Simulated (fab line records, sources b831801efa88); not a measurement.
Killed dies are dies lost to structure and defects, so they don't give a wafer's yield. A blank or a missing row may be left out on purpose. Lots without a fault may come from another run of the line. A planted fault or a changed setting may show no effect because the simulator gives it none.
fab line records | flow sky130
record lots=6 wafers=18 last_day=50
route steps=708 shown VIA3@579 METAL4@598 CAP2M@603 PAD_OPEN@708
lots that met no fault: from a run of the same line without faults
start_h: hours from the record's first day to the start of the lot's first wafer shown | wait_h: hours since the lot's step before | " the same as in the row above | L1.1+2: a row that stands for several wafers | - no value, or no start given | * or withheld: withheld | < > ~ a bound
route shown NAME@n: a module of which the file shows steps, and the number in the route of the first | usual: mean/standard deviation of fault-free wafers | same: alike in all rows | chamber/n: place in a boat | sites: the reading at each site | _std_site: their standard deviation | _edge_site: outer sites' mean less inner sites' | radius_mm: how far each site lies from the wafer's centre | mask NAME#n: copy n | behind: the tool/chamber that last shaped the wafer | hold: why the lot was held/for how many hours/how that ended | device: the transistor (n, p or np) that didn't switch | end of line: the same wafers' tests at the end of the route | a step without rows: its recipe alone | killed: dies lost to structure and defects at the first sort, not the wafer's yield | map: a wafer's dies, x killed, . not, _ none there
set.NAME: the setting as run; set.NAME@STEP: as run at that earlier step | model.NAME: the simulator's own value behind a step, which no gauge read
lots at some steps of the route; a table a step, a row a wafer
services: from which hour (start_h, from the record's first day; less than 0 if before it) a tool's chamber was out of use, for how many hours, and why
## steps
# step SKY_VIA3_COAT_06
# recipe resist=BARC temp_c=withheld time_s=withheld spin_rpm=3000 resist_thk_nm=60
# step SKY_VIA3_COAT_07
# recipe resist=KrF-thick spin_rpm=3000 resist_thk_nm=450
# step SKY_VIA3_SOFTBAKE_08
# recipe temp_c=100 time_s=90 resist=KrF-thick
# step SKY_VIA3_EXPOSE_09
# recipe mask_id=VIM3 na=0.8 source_shape=annular sigma_inner=0.55 sigma_outer=0.85 target_cd_nm=200 dose_mj=38
# step SKY_VIA3_PEB_10
# recipe peb_temp_c=withheld peb_time_s=withheld resist=KrF-thick
# step SKY_VIA3_DEVELOP_11
# recipe develop_time_s=60 resist=KrF-thick dev_temp_c=21
# step SKY_VIA3_CD_MEAS_12
# recipe target_cd_nm=200
# usual cd_nm=199.7/1.4
# columns lot.wafer tool chamber start_h wait_h cd_nm
L916.1 cd_sem-02 - 928.76 - 198.3
L916.3 " - " " 199.7
L916.4 " - " " 198.1
L920.1 cd_sem-01 - 956.04 - 201.9
L920.3 " - " " 201.5
L920.5 " - " " 201.6
L925.2 cd_sem-02 - 993.68 - 200.8
L925.4 " - " " 199.9
L925.5 " - " " 200.0
L926.1 cd_sem-02 - 1000.11 - 199.6
L926.2 " - " " 199.6
L926.3 " - " " 199.0
L937.2 cd_sem-02 - 1071.38 - 198.8
L937.3 " - " " 196.7
L937.6 " - " " 196.4
L938.3 cd_sem-01 - 1076.98 - 200.9
L938.4 " - " " 201.7
L938.6 " - " " 202.8
# step SKY_VIA3_OVL_MEAS_13
# usual VIA3_OVL=-2/4.8
# columns lot.wafer tool chamber start_h wait_h VIA3_OVL[nm]
L916.1 overlay-02 - 928.88 0.1 7
L916.3 " - " " 1
L916.4 " - " " 3
L920.1 overlay-02 - 956.16 0.1 -3
L920.3 " - " " -5
L920.5 " - " " -2
L925.2 overlay-02 - 993.78 0.1 -15
L925.4 " - " " -3
L925.5 " - " " -10
L926.1 overlay-02 - 1000.23 0.1 6
L926.2 " - " " -4
L926.3 " - " " 8
L937.2 overlay-01 - 1071.48 0.1 -3
L937.3 " - " " -1
L937.6 " - " " -1
L938.3 overlay-01 - 1077.08 0.1 -2
L938.4 " - " " -4
L938.6 " - " " -3
# step SKY_VIA3_ETCH_14
# recipe chemistry=N2/H2 target=BARC ion_energy_ev=200 source_w=500 bias_w=100 pressure_mtorr=30 n2_flow_sccm=100 h2_flow_sccm=200 stop_on=SiO2 time_s=45.9 target_depth_a=600
# step SKY_VIA3_ETCH_15
# recipe target=SiO2 chemistry=C4F8/O2/Ar target_depth_nm=507 stop_on=TiN mask_material=KrF-thick source_w=1500 bias_w=1200 pressure_mtorr=40 c4f8_flow_sccm=withheld O2_flow_sccm=6 Ar_flow_sccm=300 time_s=78
# usual oes_product_au=0.946/0.0051
# columns lot.wafer tool chamber start_h wait_h oes_product_au rf_hours_counter_h
L916.1 rie_diel-01 1 928.95 0.0 0.945 11
L916.3 " 0 " " 0.945 15
L916.4 " 2 " " 0.957 28
L920.1 rie_diel-03 3 956.24 0.0 0.948 2
L920.3 " 1 " " 0.952 16
L920.5 " 1 " " 0.935 -
L925.2 rie_diel-01 3 993.86 0.0 0.947 1
L925.4 " 3 " " 0.948 -
L925.5 " 1 " " 0.947 -
L926.1 rie_diel-01 3 1000.30 0.0 0.943 1
L926.2 " 1 " " 0.944 13
L926.3 " 0 " " 0.949 17
L937.2 rie_diel-03 2 1071.56 0.0 0.944 24
L937.3 " 1 " " 0.941 20
L937.6 " 1 " " 0.951 -
L938.3 rie_diel-04 2 1077.14 0.0 0.947 10
L938.4 " 1 " " 0.952 23
L938.6 " 1 " " 0.953 -
# step SKY_VIA3_STRIP_16
# recipe chemistry=O2/N2 power_w=1400 pressure_mtorr=1500 platen_temp_c=withheld o2_flow_sccm=3000 n2_flow_sccm=300 overash_fraction=0.5
# step SKY_VIA3_STRIP_17
# recipe chemistry=post_etch_residue_remover time_s=1200 temp_c=72.5
# step SKY_VIA3_CLEAN_18
# recipe chemistry=IPA time_s=180 temp_c=25
# columns lot.wafer tool chamber start_h wait_h
L916.1+3+4 wet_bench-02 3 929.57 0.0
L920.1+3+5 wet_bench-03 3 956.74 0.0
L925.2+4+5 wet_bench-04 3 994.39 0.0
L926.1+2+3 wet_bench-04 2 1000.87 0.0
L937.2+3+6 wet_bench-03 3 1072.06 0.0
L938.3+4+6 wet_bench-03 1 1077.64 0.0
# step SKY_VIA3_CLEAN_19
# recipe chemistry=O3/DIW dry=n2_spin
# step SKY_VIA3_SPUTTER_20
# recipe material=TiN target_thk_nm=20 chamber_pressure_pa=5 power_w=4000 time_s=80
# step SKY_VIA3_CVD_21
# recipe material=W target_thk_nm=390 time_s=117.31 temp_c=400 pressure_torr=40
# step SKY_VIA3_RS_MEAS_22
# recipe thk_meas_gauge=four-point-probe reads=W_of_VIA3_CVD_21+TiN_of_VIA3_SPUTTER_20
# usual VIA3_W_RS=0.292/0.0066
# columns lot.wafer tool chamber start_h wait_h VIA3_W_RS[ohm/sq]
L916.1 film_metro-01 - 929.92 0.1 0.298
L916.3 " - " " 0.285
L916.4 " - " " 0.297
L920.1 film_metro-02 - 957.08 0.1 0.286
L920.3 " - " " 0.284
L920.5 " - " " 0.300
L925.2 film_metro-02 - 994.76 0.1 0.286
L925.4 " - " " 0.286
L925.5 " - " " 0.300
L926.1 film_metro-02 - 1001.23 0.1 0.300
L926.2 " - " " 0.286
L926.3 " - " " 0.300
L937.2 film_metro-01 - 1072.41 0.1 0.303
L937.3 " - " " 0.300
L937.6 " - " " 0.287
L938.3 film_metro-01 - 1078.02 0.1 0.284
L938.4 " - " " 0.299
L938.6 " - " " 0.301
# step SKY_VIA3_THK_MEAS_23
# recipe thk_meas_gauge=xrf reads=W_of_VIA3_CVD_21
# usual VIA3_W_THK=403/10
# columns lot.wafer tool chamber start_h wait_h VIA3_W_THK[nm]
L916.1 film_metro-01 - 930.04 0.1 394
L916.3 " - " " 416
L916.4 " - " " 395
L920.1 film_metro-02 - 957.20 0.1 407
L920.3 " - " " 405
L920.5 " - " " 386
L925.2 film_metro-02 - 994.87 0.1 408
L925.4 " - " " 407
L925.5 " - " " 386
L926.1 film_metro-02 - 1001.35 0.1 388
L926.2 " - " " 408
L926.3 " - " " 390
L937.2 film_metro-01 - 1072.52 0.1 391
L937.3 " - " " 392
L937.6 " - " " 412
L938.3 film_metro-01 - 1078.12 0.1 417
L938.4 " - " " 393
L938.6 " - " " 392
# step SKY_VIA3_CMP_24
# recipe stop_on=SiO2 t_overpolish_s=20 down_force_psi=3.5 platen_rpm=60 target_thk_nm=0 pad_velocity_m_s=0.94248
# usual head_pressure_psi=3.498/0.0074 motor_current_A=11.9/1.1 overpolish_run_s=20.001/0.0096 time_to_endpoint_s=95/3.3
# columns lot.wafer tool chamber start_h wait_h head_pressure_psi motor_current_A overpolish_run_s time_to_endpoint_s
L916.3 cmp-01 3 930.10 0.0 3.487 10.3 20.013 94
L916.4 " 1 " " 3.498 10.8 19.983 94
L916.1 " 2 " " 3.516 13.3 19.991 93
L920.1 cmp-01 1 957.31 0.1 3.497 11.6 19.985 101
L920.3 " 3 " " 3.498 10.6 19.999 99
L920.5 " 1 " " 3.496 11.4 19.999 94
L925.4 cmp-02 0 994.92 0.0 3.505 13.4 20.016 101
L925.2 " 2 " " 3.488 13.3 20.021 98
L925.5 " 1 " " 3.500 12.7 19.982 96
L926.3 cmp-02 3 1001.41 0.0 3.505 13.1 19.995 94
L926.1 " 0 " " 3.509 13.2 19.995 92
L926.2 " 2 " " 3.500 13.2 19.985 97
L937.2 cmp-01 2 1072.62 0.1 3.489 12.6 19.997 96
L937.3 " 3 " " 3.488 10.2 19.999 95
L937.6 " 2 " " 3.491 13.2 19.996 99
L938.3 cmp-01 0 1078.16 0.0 3.505 10.9 20.000 98
L938.4 " 1 " " 3.501 11.3 20.010 93
L938.6 " 0 " " 3.502 10.5 19.991 94
# step SKY_METAL4_SPUTTER_00
# recipe material=Ti target_thk_nm=15 power_w=3000 time_s=10 chamber_pressure_pa=0.4
# step SKY_METAL4_SPUTTER_01
# recipe material=TiN target_thk_nm=20 power_w=6500 time_s=16.7 chamber_pressure_pa=0.4
# usual throttle_valve_pct=30.1/0.61
# columns lot.wafer tool chamber start_h wait_h throttle_valve_pct
L916.1 pvd_sputter-03 - 930.43 0.0 30.0
L916.3 " - " " 30.4
L916.4 " - " " 30.8
L920.1 pvd_sputter-04 - 957.58 0.0 30.8
L920.3 " - " " 30.2
L920.5 " - " " 31.0
L925.2 pvd_sputter-04 - 995.24 0.0 29.6
L925.4 " - " " 30.6
L925.5 " - " " 29.7
L926.1 pvd_sputter-01 - 1001.74 0.0 29.5
L926.2 " - " " 30.1
L926.3 " - " " 28.2
L937.2 pvd_sputter-03 - 1072.89 0.0 30.5
L937.3 " - " " 30.1
L937.6 " - " " 30.6
L938.3 pvd_sputter-01 - 1078.48 0.0 30.2
L938.4 " - " " 29.9
L938.6 " - " " 28.4
# step SKY_METAL4_SPUTTER_02
# recipe material=AlCu target_thk_nm=735 power_w=10600 time_s=39.1 chamber_pressure_pa=0.4
# usual throttle_valve_pct=30.2/0.63
# columns lot.wafer tool chamber start_h wait_h throttle_valve_pct
L916.1 pvd_sputter-03 - 930.45 0.0 30.2
L916.3 " - " " 30.5
L916.4 " - " " 30.8
L920.1 pvd_sputter-04 - 957.61 0.0 31.0
L920.3 " - " " 30.5
L920.5 " - " " 30.4
L925.2 pvd_sputter-04 - 995.27 0.0 29.8
L925.4 " - " " 30.6
L925.5 " - " " 29.9
L926.1 pvd_sputter-01 - 1001.77 0.0 29.8
L926.2 " - " " 29.9
L926.3 " - " " 28.2
L937.2 pvd_sputter-03 - 1072.92 0.0 30.6
L937.3 " - " " 30.2
L937.6 " - " " 30.7
L938.3 pvd_sputter-01 - 1078.51 0.0 30.5
L938.4 " - " " 29.8
L938.6 " - " " 28.3
# step SKY_METAL4_SPUTTER_03
# recipe material=Ti target_thk_nm=5 power_w=3000 time_s=3.3 chamber_pressure_pa=0.4
# usual throttle_valve_pct=30.1/0.61
# columns lot.wafer tool chamber start_h wait_h throttle_valve_pct
L916.1 pvd_sputter-03 - 930.49 0.0 29.9
L916.3 " - " " 30.6
L916.4 " - " " 30.7
L920.1 pvd_sputter-04 - 957.64 0.0 30.5
L920.3 " - " " 30.6
L920.5 " - " " 30.6
L925.2 pvd_sputter-04 - 995.31 0.0 29.6
L925.4 " - " " 30.8
L925.5 " - " " 29.7
L926.1 pvd_sputter-01 - 1001.81 0.0 30.0
L926.2 " - " " 29.9
L926.3 " - " " 28.2
L937.2 pvd_sputter-03 - 1072.96 0.0 30.3
L937.3 " - " " 30.4
L937.6 " - " " 30.3
L938.3 pvd_sputter-01 - 1078.54 0.0 30.3
L938.4 " - " " 29.9
L938.6 " - " " 28.5
# step SKY_METAL4_SPUTTER_04
# recipe material=TiN target_thk_nm=70 power_w=6500 time_s=58.3 chamber_pressure_pa=0.4
# step SKY_CAP2M_CVD_00
# recipe material=SiO2 target_thk_nm=15.5 temp_c=400 time_s=withheld rf_w=450
# step SKY_CAP2M_THK_MEAS_01
# recipe reads=SiO2_of_CAP2M_CVD_00
# usual CAP2M_CVD_00_THK=15.46/0.24
# columns lot.wafer tool chamber start_h wait_h CAP2M_CVD_00_THK[nm]
L916.1 film_metro-01 - 930.58 - 15.63
L916.3 " - " " 15.21
L916.4 " - " " 15.69
L920.1 film_metro-01 - 957.73 - 15.13
L920.3 " - " " 15.38
L920.5 " - " " 15.56
L925.2 film_metro-02 - 995.41 - 15.58
L925.4 " - " " 15.77
L925.5 " - " " 16.08
L926.1 film_metro-03 - 1001.91 - 15.59
L926.2 " - " " 15.55
L926.3 " - " " 16.11
L937.2 film_metro-02 - 1073.06 - 15.11
L937.3 " - " " 15.15
L937.6 " - " " 15.50
L938.3 film_metro-02 - 1078.65 - 15.11
L938.4 " - " " 15.73
L938.6 " - " " 15.23
# step SKY_CAP2M_SPUTTER_02
# recipe material=TiN target_thk_nm=200 temp_c=300 power_w=6500 time_s=166.7 chamber_pressure_pa=0.4
# step SKY_CAP2M_RS_MEAS_03
# recipe thk_meas_gauge=four-point-probe reads=TiN_of_CAP2M_SPUTTER_02
# usual CAP2M_TIN_RS=6.90/0.067
# columns lot.wafer tool chamber start_h wait_h CAP2M_TIN_RS[ohm/sq]
L916.1 film_metro-02 - 930.75 0.1 6.96
L916.3 " - " " 7.00
L916.4 " - " " 6.95
L920.1 film_metro-03 - 957.90 0.1 6.93
L920.3 " - " " 6.93
L920.5 " - " " 6.93
L925.2 film_metro-01 - 995.59 0.1 6.82
L925.4 " - " " 6.98
L925.5 " - " " 6.87
L926.1 film_metro-03 - 1002.08 0.1 7.01
L926.2 " - " " 6.91
L926.3 " - " " 7.02
L937.2 film_metro-03 - 1073.24 0.1 6.80
L937.3 " - " " 6.92
L937.6 " - " " 6.85
L938.3 film_metro-03 - 1078.84 0.1 6.95
L938.4 " - " " 6.78
L938.6 " - " " 6.90
# step SKY_CAP2M_THK_MEAS_04
# recipe thk_meas_gauge=xrf reads=TiN_of_CAP2M_SPUTTER_02
# usual CAP2M_TIN_THK=199.9/2.1
# columns lot.wafer tool chamber start_h wait_h CAP2M_TIN_THK[nm]
L916.1 film_metro-02 - 930.87 0.1 198.4
L916.3 " - " " 197.2
L916.4 " - " " 199.3
L920.1 film_metro-03 - 958.02 0.1 198.3
L920.3 " - " " 198.4
L920.5 " - " " 198.2
L925.2 film_metro-01 - 995.70 0.1 201.8
L925.4 " - " " 197.1
L925.5 " - " " 200.4
L926.1 film_metro-03 - 1002.20 0.1 196.0
L926.2 " - " " 199.4
L926.3 " - " " 196.1
L937.2 film_metro-03 - 1073.35 0.1 202.1
L937.3 " - " " 198.9
L937.6 " - " " 200.9
L938.3 film_metro-03 - 1078.94 0.1 198.6
L938.4 " - " " 203.5
L938.6 " - " " 200.1
# step SKY_CAP2M_DEHYDRATE_05
# recipe temp_c=200 time_s=60
# step SKY_CAP2M_HMDS_06
# recipe prime_time_s=60 prime_temp_c=120
# step SKY_CAP2M_COAT_07
# recipe resist=NOVOLAK spin_rpm=3000 resist_thk_nm=1140
# step SKY_CAP2M_SOFTBAKE_08
# recipe temp_c=90 time_s=60 resist=NOVOLAK
# step SKY_CAP2M_EXPOSE_09
# recipe mask_id=CAP2M na=0.6 source_shape=conventional sigma_outer=0.6 polarization=unpolarized target_cd_nm=1000 dose_mj=159
# step SKY_CAP2M_PEB_10
# recipe temp_c=withheld time_s=* resist=NOVOLAK
# step SKY_CAP2M_DEVELOP_11
# recipe resist=NOVOLAK developer=TMAH develop_time_s=60 dev_temp_c=23
# step SKY_CAP2M_OVL_MEAS_12
# usual CAP2M_OVL=-1.5/1.2
# columns lot.wafer tool chamber start_h wait_h CAP2M_OVL[nm]
L916.1 overlay-02 - 954.52 0.1 -3.0
L916.3 " - " " -2.4
L916.4 " - " " -1.4
L920.1 overlay-02 - 982.67 0.1 -1.3
L920.3 " - " " -0.9
L920.5 " - " " -0.4
L925.2 overlay-02 - 1017.98 0.1 -0.1
L925.4 " - " " -2.4
L925.5 " - " " -1.6
L926.1 overlay-02 - 1025.21 0.1 -2.3
L926.2 " - " " -2.5
L926.3 " - " " -2.2
L937.2 overlay-01 - 1093.96 0.1 -0.8
L937.3 " - " " -2.6
L937.6 " - " " -0.3
L938.3 overlay-02 - 1099.17 0.1 -2.3
L938.4 " - " " -1.9
L938.6 " - " " -1.3
# step SKY_CAP2M_METAL_ETCH_13
# recipe target_depth_nm=220 stop_on=SiO2 chemistry=Cl2/BCl3 target=TiN pressure_mtorr=10 icp_w=900 bias_w=48.5 Cl2_flow_sccm=60 bcl3_flow_sccm=30 time_s=62.9
# step SKY_CAP2M_STRIP_14
# recipe chemistry=O2/N2 power_w=1400 pressure_mtorr=1500 platen_temp_c=withheld o2_flow_sccm=3000 n2_flow_sccm=300 overash_fraction=0.5
# step SKY_CAP2M_STRIP_15
# recipe chemistry=post_etch_residue_remover time_s=1200 temp_c=72.5
# step SKY_CAP2M_CLEAN_16
# recipe chemistry=IPA time_s=180 temp_c=25
# step SKY_CAP2M_CLEAN_17
# recipe chemistry=O3/DIW dry=n2_spin
# step SKY_PAD_OPEN_PROBE_99
# usual defect_limited_yield=82.5/1.9 killed_at_M0_to_M3=43/7.6 killed_at_M4_up=2.9/1.7 killed_at_contacts=24/5.5 killed_at_front_end=15/4.2 killed_at_other=0.3/0.52 killed_dies=86/9.4 killed_open=47/7 killed_short=39/6.4 sort_bin_3_pad_short=0.9/0.4 sort_bin_5_function=10.3/1.6 sort_bin_6_memory=6.2/1.1 sort_n_pass=406/9.4 sort_yield_pct=82.5/1.9
# same gross_dies=492 killed_at_back_side=0 sort_bin_4_leakage[%]=0 sort_bin_8_speed[%]=0
# columns lot.wafer tool chamber start_h wait_h defect_limited_yield[%] killed_at_M0_to_M3 killed_at_M4_up killed_at_contacts killed_at_front_end killed_at_other killed_dies killed_open killed_short sort_bin_3_pad_short[%] sort_bin_5_function[%] sort_bin_6_memory[%] sort_n_pass sort_yield_pct[%] model.etest.tester.sort_n_pass model.etest.tester.sort_yield_pct model.etest.tester.sort_bin_5_pct model.etest.tester.sort_bin_3_pct
L926.1 prober-02 - 1137.20 0.1 83.9 50 6 16 6 1 79 43 36 1.0 10.8 4.3 413 83.9 413 83.94 10.77 1.016
L926.2 prober-02 - 1137.25 0.1 82.1 45 4 24 15 0 88 38 48 1.0 8.9 7.9 404 82.1 404 82.11 8.943 1.016
L926.3 prober-02 - 1137.30 0.2 82.9 42 2 26 14 0 84 41 43 1.4 8.1 7.5 408 82.9 408 82.93 8.13 1.423
L937.2 prober-01 - 1192.15 0.1 71.5 100 4 28 8 0 140 45 43 5.3 16.3 6.9 352 71.5 352 71.54 16.26 5.285
L937.3 prober-01 - 1192.20 0.2 73.8 87 1 24 17 0 129 38 38 4.3 16.5 5.5 363 73.8 363 73.78 16.46 4.268
L937.6 prober-01 - 1192.35 0.2 73.6 90 7 17 15 1 130 34 44 4.9 16.5 5.1 362 73.6 362 73.58 16.46 4.878
L938.3 prober-02 - 1195.98 0.2 71.7 99 5 23 11 1 139 44 25 4.9 16.3 7.1 353 71.7 353 71.75 16.26 4.878
L938.4 prober-02 - 1196.03 0.2 72.8 99 2 20 12 1 134 38 29 4.9 16.5 5.9 358 72.8 358 72.76 16.46 4.878
L938.6 prober-02 - 1196.13 0.2 71.1 102 2 22 15 1 142 36 34 3.5 20.7 4.7 350 71.1 350 71.14 20.73 3.455
# killed by level:class
L926.1 VIA1:geometric_particle:open=11 VIA3:geometric_particle:open=8 CONTACT:geometric_particle:open=7 METAL2:geometric_particle:short=7 VIA2:geometric_particle:open=6 METAL4:geometric_particle:short=5 LI_CONTACT:geometric_particle:open=4 METAL1:geometric_particle:short=4
L926.2 VIA1:geometric_particle:open=13 CONTACT:geometric_particle:open=10 POLY_GATE:geometric_particle:short=7 METAL1:geometric_particle:short=6 METAL2:geometric_particle:short=6 FIELD_ISO:geometric_particle:short=5 CONTACT:geometric_particle:short=5 LOCAL_INTERCONNECT:geometric_particle:short=4
L926.3 CONTACT:geometric_particle:open=10 METAL1:geometric_particle:short=8 LI_CONTACT:geometric_particle:open=7 VIA1:geometric_particle:short=7 CONTACT:geometric_particle:short=6 VIA3:geometric_particle:open=5 FIELD_ISO:geometric_particle:open=4 VIA1:geometric_particle:open=4
L937.2 VIA3:unspecified=52 VIA3:geometric_particle:open=11 LOCAL_INTERCONNECT:geometric_particle:short=8 CONTACT:geometric_particle:open=8 VIA1:geometric_particle:open=7 METAL2:geometric_particle:short=6 VIA2:geometric_particle:open=6 FIELD_ISO:geometric_particle:short=4
L937.3 VIA3:unspecified=53 CONTACT:geometric_particle:open=8 LOCAL_INTERCONNECT:geometric_particle:short=7 METAL2:geometric_particle:short=7 VIA3:geometric_particle:open=7 FIELD_ISO:geometric_particle:open=6 LI_CONTACT:geometric_particle:open=5 VIA2:geometric_particle:open=5
L937.6 VIA3:unspecified=52 METAL2:geometric_particle:short=7 METAL1:geometric_particle:short=6 VIA3:geometric_particle:open=6 CONTACT:geometric_particle:short=5 POLY_GATE:geometric_particle:short=4 POLY_GATE:geometric_particle:open=4 VIA1:geometric_particle:open=4
L938.3 VIA3:unspecified=70 LI_CONTACT:geometric_particle:open=10 VIA1:geometric_particle:short=7 CONTACT:geometric_particle:open=6 VIA1:geometric_particle:open=6 VIA2:geometric_particle:open=5 POLY_GATE:geometric_particle:open=4 CONTACT:geometric_particle:short=4
L938.4 VIA3:unspecified=65 VIA3:geometric_particle:open=9 METAL2:geometric_particle:short=6 LI_CONTACT:geometric_particle:open=5 CONTACT:geometric_particle:open=5 CONTACT:geometric_particle:short=5 VIA1:geometric_particle:open=5 VIA2:geometric_particle:open=4
L938.6 VIA3:unspecified=71 CONTACT:geometric_particle:short=8 VIA2:geometric_particle:open=6 CONTACT:geometric_particle:open=6 VIA1:geometric_particle:open=5 FIELD_ISO:geometric_particle:open=4 SPACER:geometric_particle:short=4 VIA3:geometric_particle:open=4
# map L937.2 (x killed, . not)
__________...x.x..x._________
________.x........x.x._______
______x.............xxxx_____
_____........x....x.xxxxx____
____.....x...x....x.xxxxxx___
___....x.x.x...xx.xxxxxxxxx__
__..............x..xxxxxxxxx_
_..x.........x....x.xxxxxxxxx
_..x.....x..........xxxxxxx.x
_..x.x.....xx.x.....xx.x.x...
_x.x.x.....x............x...x
_.xx.....x............xx....x
_x....x...xxx................
_xx...x..............x.xx.x..
_...x....x...x..........x.x..
__x....x.........x..x.x....x_
___.......x...x..........x.__
____xx.x..x...x.x...xx.x.x___
_____......x...x....xx.x.____
______.....x......xx..x._____
________.............._______
__________x........._________
# map L938.6 (x killed, . not)
__________...x......_________
________......x.....x._______
______.............xx.x._____
_____........x..x.......x____
____....x..x.x.......x..x.___
___......x...xx.......x...x__
__....xx..........x...x....._
_.x.................x........
_..x.....x..x................
_.........x....x...x....x....
_...x................x.......
_......x.x..x.xxxxxx.xx...x..
_......xx..x..xxxxxxx...x....
_x.......x...xxxxxxxxxx.....x
_...........xxxxxxxxxx.x.....
__.x.x......xxxxxxxxxxx....._
___...x......xxxxxxxxx..x..__
____........xxxxxxxxxxx...___
_____....x.xxx.xxxxxx.x..____
______....x....x.x.x.x.x_____
________x.xx.xxx.x...._______
__________.x......x._________
## services
# columns tool chamber start_h hours kind
rie_diel-03 1 909.95 8.0 repair
pvd_sputter-01 1 912.08 - consumable_replace:kit
pvd_sputter-01 1 912.08 18.0 scheduled_down
pvd_sputter-01 1 912.08 18.0 vent_cycle
cmp-01 - 912.61 5.7 pm
cmp-01 - 918.34 4.0 pm
wet_bench-04 - 930.43 1.9 repair
pvd_sputter-01 - 938.20 8.3 repair
rie_diel-01 - 940.42 0.6 repair
rie_diel-01 0 949.26 4.1 repair
rie_diel-03 3 982.77 10.1 repair
pvd_sputter-01 - 989.62 0.8 repair
cmp-02 - 990.09 4.0 pm
cmp-02 - 1005.60 0.6 repair
rie_diel-04 2 1015.13 12.8 repair
cmp-02 - 1016.92 0.8 repair
rie_diel-03 2 1019.87 11.3 repair
cmp-02 - 1047.45 14.5 pm
pvd_sputter-01 - 1050.25 10.0 repair
rie_diel-01 2 1064.84 2.6 repair
cmp-02 - 1067.82 2.6 repair
cmp-02 - 1069.71 0.6 repair
cmp-02 - 1075.86 2.3 repair
cmp-02 - 1078.41 1.6 repair
## key
first_sign step=SKY_PAD_OPEN_PROBE_99 reading=sort_bin_3_pad_short direction=up sigmas=9.1 usual=0.9 struck=4.6
effect step=SKY_PAD_OPEN_PROBE_99 reading=killed_at_M0_to_M3 direction=up sigmas=7 usual=43 struck=96
model_effect step=SKY_PAD_OPEN_PROBE_99 value=etest.tester.sort_n_pass without=409 struck=356.3
met_at SKY_VIA3_CLEAN_18
struck_wafers L937.2,L937.3,L937.6,L938.3,L938.4,L938.6
onset_between 956.74 1072.06
also_fits time
fault kind=chamber_particle_source tool=wet_bench-03 chamber=- onset_h=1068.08 steps=SKY_VIA3_CLEAN_18 rate_per_visit_cm2=1.806 end_h=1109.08
